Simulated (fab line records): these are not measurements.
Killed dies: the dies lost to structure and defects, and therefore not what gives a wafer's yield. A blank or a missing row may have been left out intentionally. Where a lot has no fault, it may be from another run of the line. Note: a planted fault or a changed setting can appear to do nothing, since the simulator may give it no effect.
One fault seen from 2 desks	flow gf180mcu	every desk sees just its own numbers, and what lay behind them comes last

== AT THE TOOL OWNER'S DESK: furnace-01 ==
The tool's own readings at GF_DUAL_GATE_OXIDATION_02 (stabilise 600 s, purge 300 s, target thk 10.887 nm): means of the sampled wafers that have a number, for each lot that ran on this tool. If a lot's mean is further than 4 standard deviations from the usual mean, the lot is out of limits and carries the mark OUT (the distance appears in the brackets).
Columns: A = spikeTcBottomC at GF_DUAL_GATE_OXIDATION_02, usual 916.6 C; B = spikeTcLowerC at GF_DUAL_GATE_OXIDATION_02, usual 901.9 C; C = spikeTcUpperC at GF_DUAL_GATE_OXIDATION_02, usual 901.8 C; D = tubeCenterTempC at GF_DUAL_GATE_OXIDATION_02, usual 900.01 C; E = tube_center_temp_C_max at GF_DUAL_GATE_OXIDATION_02, usual 902.4; F = zonePowerCentrePct at GF_DUAL_GATE_OXIDATION_02, usual 20.1 %; G = zonePowerUpperPct at GF_DUAL_GATE_OXIDATION_02, usual 16.85 %
lot	first seen here	A	B	C	D	E	F	G
L893	day 7 14:04	916.6	901.6	901.8	900.01	902.0	18.9	16.84
L898	day 8 23:31	917.1	901.4	902.6	900.06	902.4	19.0	16.81
L900	day 9 14:31	915.0	900.3	902.0	900.06	902.4	19.2	16.66
L901	day 9 20:55	917.0	900.5	902.5	899.99	902.7	19.0	16.64
L902	day 10 01:37	915.8	900.9	900.9	899.94	902.5	18.9	16.67
L903	day 10 15:11	914.9	898.3	898.0	897.30 (-29) OUT	899.6 (-7.2) OUT	18.6	16.78
L904	day 10 19:09	913.0	899.5	900.1	897.30 (-29) OUT	899.9 (-6.5) OUT	18.6	16.66
L915	day 13 22:32	915.4	900.2	900.3	900.02	902.6	18.8	16.63
L916	day 13 23:59	915.6	900.1	901.4	900.03	902.6	19.0	16.93
Finding of this desk: L903, L904 out of limits; the first was L903 at day 10 15:11, on tubeCenterTempC at GF_DUAL_GATE_OXIDATION_02. L893, L898, L900, L901, L902, L915, L916 stayed within limits.

== THE METROLOGY DESK ==
Means of the sampled wafers that have a number, per lot and without regard to the tool the lot ran on: this is what the gauges read. If a lot's mean is further than 4 standard deviations from the usual mean, the lot is out of limits and carries the mark OUT (the distance appears in the brackets).
Columns: A = STI_CVD_03_THK at GF_STI_THK_MEAS_04, usual 207.3 nm
lot	first seen here	A
L893	day 1 13:37	211.2
L894	day 1 18:34	204.0
L895	day 2 01:25	205.6
L898	day 2 14:37	204.5
L900	day 3 01:10	207.1
L901	day 3 06:29	204.0
L902	day 3 10:34	209.7
L903	day 3 15:44	210.1
L904	day 3 20:34	207.4
L913	day 5 19:18	209.9
L915	day 6 03:34	206.5
L916	day 6 08:34	210.6
Result from this desk: across the 12 lots, nothing is out of limits.

== TAKEN TOGETHER ==
On L903, L904, at day 10 15:11, an alarm was possible from the tool owner's desk.
Metrology desk: nothing out of limits seen.
The metrology desk has L903, L904 on record, within its limits.
Every lot named ran GF_DUAL_GATE_OXIDATION_02 on furnace-01.

== WHAT WAS PUT IN BY THE SIMULATOR ==
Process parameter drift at GF_DUAL_GATE_OXIDATION_02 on furnace-01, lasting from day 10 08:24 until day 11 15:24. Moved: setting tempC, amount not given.
Shown lots that were struck: L903, L904.
Hours from the fault's start to each desk's first reading out of limits: the tool owner's desk, 7.
